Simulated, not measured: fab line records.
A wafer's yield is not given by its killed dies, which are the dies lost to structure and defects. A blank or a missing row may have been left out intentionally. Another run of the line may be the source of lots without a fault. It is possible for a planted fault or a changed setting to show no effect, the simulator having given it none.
fab line records / flow sky130
[record] lots = 15 wafers = 45 last_day = 50
route steps=708 shown LDD_LDN@298 PAD_OPEN@708
lots that met no fault: from a run of the same line without faults
start_h: hours from the record's first day to the start of the lot's first wafer shown / wait_h: hours from the lot's prior step to this one / " identical to the entry in the row above / L1.1+2: one row covering several wafers at once / - no value, or no start was given / * or withheld: withheld / < > ~ a bound
route shown NAME@n: a module of which the file shows steps, and the number in the route of the first / usual: mean/standard deviation taken from wafers without a fault / same: alike in all rows / chamber/n: place in a boat / sites: each site's reading / _std_site: the standard deviation of these / _edge_site: mean of outer sites minus mean of inner sites / radius_mm: how far each site lies from the wafer's centre / mask NAME#n: copy n / behind: the last tool/chamber to shape the wafer / hold: what put the lot on hold/how long, in hours/how the hold closed / device: which transistor (n, p or np) failed to switch / end of line: tests of these same wafers at the route's end / a step given without rows: its recipe and nothing more / killed: dies that structure and defects cost at the first sort, which is not the same as the wafer's yield / map: per-die view of a wafer (x killed, . not killed, _ where there is no die)
set.NAME: the setting the step ran with; set.NAME@STEP: the setting that earlier step ran with / model.NAME: the simulator's own value behind a step, which no gauge read
the route's steps for a sample of lots (tables are steps, rows are wafers)
services: the hour from which a tool's chamber was out of use, counted from the record's first day as start_h (under 0 if before that day), plus the number of hours and why
[[steps]]
[step SKY_LDD_LDN_IMPLANT_09]
[recipe] species = As energy_kev = 15 dose_cm2 = 1.25e+13 tilt_deg = withheld rotation_deg = 113
lot.wafer=L320.1+3+6 tool=implanter-02 chamber=0 start_h=531.67 wait_h=0.1
lot.wafer=L321.3+5+6 tool=implanter-03 chamber=0 start_h=543.74 wait_h=0.1
lot.wafer=L323.1+2+3 tool=implanter-03 chamber=0 start_h=552.49 wait_h=0.1
lot.wafer=L323.1+2+3 tool=implanter-03 chamber=0 start_h=552.81 wait_h=0.3
lot.wafer=L328.1+2+4 tool=implanter-02 chamber=0 start_h=595.44 wait_h=0.1
lot.wafer=L328.1+2+4 tool=implanter-02 chamber=0 start_h=595.76 wait_h=0.3
lot.wafer=L329.1+3+4 tool=implanter-01 chamber=0 start_h=604.42 wait_h=0.1
lot.wafer=L330.1+2+6 tool=implanter-03 chamber=0 start_h=614.07 wait_h=0.1
lot.wafer=L330.1+2+6 tool=implanter-03 chamber=0 start_h=614.39 wait_h=0.3
lot.wafer=L333.2+5+6 tool=implanter-02 chamber=0 start_h=637.67 wait_h=0.1
lot.wafer=L334.1+5+6 tool=implanter-03 chamber=0 start_h=642.66 wait_h=0.1
lot.wafer=L335.3+4+5 tool=implanter-03 chamber=0 start_h=652.09 wait_h=0.1
lot.wafer=L336.2+3+6 tool=implanter-02 chamber=0 start_h=665.54 wait_h=0.1
lot.wafer=L338.2+5+6 tool=implanter-03 chamber=0 start_h=681.79 wait_h=0.1
lot.wafer=L340.2+4+5 tool=implanter-01 chamber=0 start_h=690.05 wait_h=0.1
lot.wafer=L341.2+4+6 tool=implanter-02 chamber=0 start_h=696.09 wait_h=0.1
lot.wafer=L342.4+5+6 tool=implanter-03 chamber=0 start_h=713.29 wait_h=0.1
lot.wafer=L343.1+4+5 tool=implanter-01 chamber=0 start_h=716.17 wait_h=0.1
[step SKY_LDD_LDN_TW_MEAS_13]
[usual] LDD_LDN_TW = 1469/11
lot.wafer=L320.1 tool=film_metro-01 chamber=- start_h=532.22 wait_h=0.1 LDD_LDN_TW=1487
lot.wafer=L320.3 tool=film_metro-01 chamber=- start_h=532.22 wait_h=0.1 LDD_LDN_TW=1487
lot.wafer=L320.6 tool=film_metro-01 chamber=- start_h=532.22 wait_h=0.1 LDD_LDN_TW=1483
lot.wafer=L321.3 tool=film_metro-04 chamber=- start_h=544.26 wait_h=0.1 LDD_LDN_TW=1462
lot.wafer=L321.5 tool=film_metro-04 chamber=- start_h=544.26 wait_h=0.1 LDD_LDN_TW=1463
lot.wafer=L321.6 tool=film_metro-04 chamber=- start_h=544.26 wait_h=0.1 LDD_LDN_TW=1463
lot.wafer=L323.1 tool=film_metro-02 chamber=- start_h=553.56 wait_h=0.1 LDD_LDN_TW=1553
lot.wafer=L323.2 tool=film_metro-02 chamber=- start_h=553.56 wait_h=0.1 LDD_LDN_TW=1557
lot.wafer=L323.3 tool=film_metro-02 chamber=- start_h=553.56 wait_h=0.1 LDD_LDN_TW=1551
lot.wafer=L323.1 tool=film_metro-02 chamber=- start_h=553.79 wait_h=0.2 LDD_LDN_TW=1551
lot.wafer=L323.2 tool=film_metro-02 chamber=- start_h=553.79 wait_h=0.2 LDD_LDN_TW=1558
lot.wafer=L323.3 tool=film_metro-02 chamber=- start_h=553.79 wait_h=0.2 LDD_LDN_TW=1552
lot.wafer=L328.1 tool=film_metro-01 chamber=- start_h=596.98 wait_h=0.1 LDD_LDN_TW=1585
lot.wafer=L328.2 tool=film_metro-01 chamber=- start_h=596.98 wait_h=0.1 LDD_LDN_TW=1576
lot.wafer=L328.4 tool=film_metro-01 chamber=- start_h=596.98 wait_h=0.1 LDD_LDN_TW=1580
lot.wafer=L328.1 tool=film_metro-01 chamber=- start_h=597.28 wait_h=0.3 LDD_LDN_TW=1572
lot.wafer=L328.2 tool=film_metro-01 chamber=- start_h=597.28 wait_h=0.3 LDD_LDN_TW=1581
lot.wafer=L328.4 tool=film_metro-01 chamber=- start_h=597.28 wait_h=0.3 LDD_LDN_TW=1576
lot.wafer=L329.1 tool=film_metro-01 chamber=- start_h=604.97 wait_h=0.1 LDD_LDN_TW=1480
lot.wafer=L329.3 tool=film_metro-01 chamber=- start_h=604.97 wait_h=0.1 LDD_LDN_TW=1483
lot.wafer=L329.4 tool=film_metro-01 chamber=- start_h=604.97 wait_h=0.1 LDD_LDN_TW=1484
lot.wafer=L330.1 tool=film_metro-04 chamber=- start_h=614.94 wait_h=0.1 LDD_LDN_TW=1566
lot.wafer=L330.2 tool=film_metro-04 chamber=- start_h=614.94 wait_h=0.1 LDD_LDN_TW=1570
lot.wafer=L330.6 tool=film_metro-04 chamber=- start_h=614.94 wait_h=0.1 LDD_LDN_TW=1559
lot.wafer=L330.1 tool=film_metro-04 chamber=- start_h=615.17 wait_h=0.2 LDD_LDN_TW=1556
lot.wafer=L330.2 tool=film_metro-04 chamber=- start_h=615.17 wait_h=0.2 LDD_LDN_TW=1571
lot.wafer=L330.6 tool=film_metro-04 chamber=- start_h=615.17 wait_h=0.2 LDD_LDN_TW=1562
lot.wafer=L333.2 tool=film_metro-01 chamber=- start_h=638.20 wait_h=0.1 LDD_LDN_TW=1478
lot.wafer=L333.5 tool=film_metro-01 chamber=- start_h=638.20 wait_h=0.1 LDD_LDN_TW=1476
lot.wafer=L333.6 tool=film_metro-01 chamber=- start_h=638.20 wait_h=0.1 LDD_LDN_TW=1472
lot.wafer=L334.1 tool=film_metro-02 chamber=- start_h=643.21 wait_h=0.1 LDD_LDN_TW=1465
lot.wafer=L334.5 tool=film_metro-02 chamber=- start_h=643.21 wait_h=0.1 LDD_LDN_TW=1468
lot.wafer=L334.6 tool=film_metro-02 chamber=- start_h=643.21 wait_h=0.1 LDD_LDN_TW=1464
lot.wafer=L335.3 tool=film_metro-01 chamber=- start_h=652.61 wait_h=0.1 LDD_LDN_TW=1482
lot.wafer=L335.4 tool=film_metro-01 chamber=- start_h=652.61 wait_h=0.1 LDD_LDN_TW=1488
lot.wafer=L335.5 tool=film_metro-01 chamber=- start_h=652.61 wait_h=0.1 LDD_LDN_TW=1479
lot.wafer=L336.2 tool=film_metro-02 chamber=- start_h=666.07 wait_h=0.1 LDD_LDN_TW=1467
lot.wafer=L336.3 tool=film_metro-02 chamber=- start_h=666.07 wait_h=0.1 LDD_LDN_TW=1465
lot.wafer=L336.6 tool=film_metro-02 chamber=- start_h=666.07 wait_h=0.1 LDD_LDN_TW=1466
lot.wafer=L338.2 tool=film_metro-01 chamber=- start_h=682.32 wait_h=0.1 LDD_LDN_TW=1480
lot.wafer=L338.5 tool=film_metro-01 chamber=- start_h=682.32 wait_h=0.1 LDD_LDN_TW=1476
lot.wafer=L338.6 tool=film_metro-01 chamber=- start_h=682.32 wait_h=0.1 LDD_LDN_TW=1478
lot.wafer=L340.2 tool=film_metro-02 chamber=- start_h=690.58 wait_h=0.1 LDD_LDN_TW=1466
lot.wafer=L340.4 tool=film_metro-02 chamber=- start_h=690.58 wait_h=0.1 LDD_LDN_TW=1460
lot.wafer=L340.5 tool=film_metro-02 chamber=- start_h=690.58 wait_h=0.1 LDD_LDN_TW=1463
lot.wafer=L341.2 tool=film_metro-01 chamber=- start_h=696.62 wait_h=0.1 LDD_LDN_TW=1484
lot.wafer=L341.4 tool=film_metro-01 chamber=- start_h=696.62 wait_h=0.1 LDD_LDN_TW=1485
lot.wafer=L341.6 tool=film_metro-01 chamber=- start_h=696.62 wait_h=0.1 LDD_LDN_TW=1484
lot.wafer=L342.4 tool=film_metro-04 chamber=- start_h=713.79 wait_h=0.1 LDD_LDN_TW=1462
lot.wafer=L342.5 tool=film_metro-04 chamber=- start_h=713.79 wait_h=0.1 LDD_LDN_TW=1468
lot.wafer=L342.6 tool=film_metro-04 chamber=- start_h=713.79 wait_h=0.1 LDD_LDN_TW=1469
lot.wafer=L343.1 tool=film_metro-02 chamber=- start_h=716.72 wait_h=0.1 LDD_LDN_TW=1459
lot.wafer=L343.4 tool=film_metro-02 chamber=- start_h=716.72 wait_h=0.1 LDD_LDN_TW=1455
lot.wafer=L343.5 tool=film_metro-02 chamber=- start_h=716.72 wait_h=0.1 LDD_LDN_TW=1448
[step SKY_PAD_OPEN_PROBE_99]
[usual] killed_at_M0_to_M3 = 43/6.6 killed_at_M4_up = 3.4/1.8 killed_at_contacts = 24/4.9 killed_at_front_end = 15/4.1 killed_at_other = 0.3/0.55 killed_dies = 85/8.8 killed_open = 46/6.1 killed_short = 39/5.7
[same] gross_dies = 492 killed_at_back_side = 0
lot.wafer=L328.4 tool=prober-02 chamber=- start_h=1125.01 wait_h=0.2 killed_at_M0_to_M3=44 killed_at_M4_up=2 killed_at_contacts=20 killed_at_front_end=10 killed_at_other=0 killed_dies=76 killed_open=38 killed_short=38
// killed by level:class
L328.4 VIA3:geometric_particle:open=11 VIA1:geometric_particle:open=9 LI_CONTACT:geometric_particle:open=5 LOCAL_INTERCONNECT:geometric_particle:short=4 CONTACT:geometric_particle:short=4 CONTACT:geometric_particle:open=4 METAL2:geometric_particle:short=4 VIA2:geometric_particle:open=4
[[services]]
tool=implanter-01 chamber=- start_h=530.21 hours=5.2 kind=repair
tool=implanter-02 chamber=- start_h=544.04 hours=1.8 kind=repair
tool=implanter-02 chamber=- start_h=653.01 hours=1.2 kind=repair
tool=implanter-01 chamber=- start_h=669.66 hours=1.6 kind=repair
tool=implanter-01 chamber=- start_h=694.39 hours=1.9 kind=repair
tool=implanter-02 chamber=- start_h=702.03 hours=0.7 kind=repair
[[key]]
[first_sign] step = SKY_LDD_LDN_IMPLANT_09 reading = visit direction = added
[effect] step = SKY_LDD_LDN_TW_MEAS_13 reading = visit direction = added
[effect] step = SKY_LDD_LDN_TW_MEAS_13 reading = LDD_LDN_TW direction = up sigmas = 8.7 usual = 1469 struck = 1566
met_at SKY_LDD_LDN_IMPLANT_09
struck_lots L323,L328,L330
tester_left_out L323,L328,L330
[fault] kind = repeated_step_whole tool = implanter-01,implanter-02,implanter-03 chamber = - onset_h = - steps = SKY_LDD_LDN_IMPLANT_09 times = 1 scope = struck_lots_only
// tester_left_out: of these lots the tester's yield and bins aren't shown, on N5 and GAA mostly nor the transistor test; their killed dies are dies lost to structure and defects alone, not to doping, threshold or leakage, so they don't give the yield
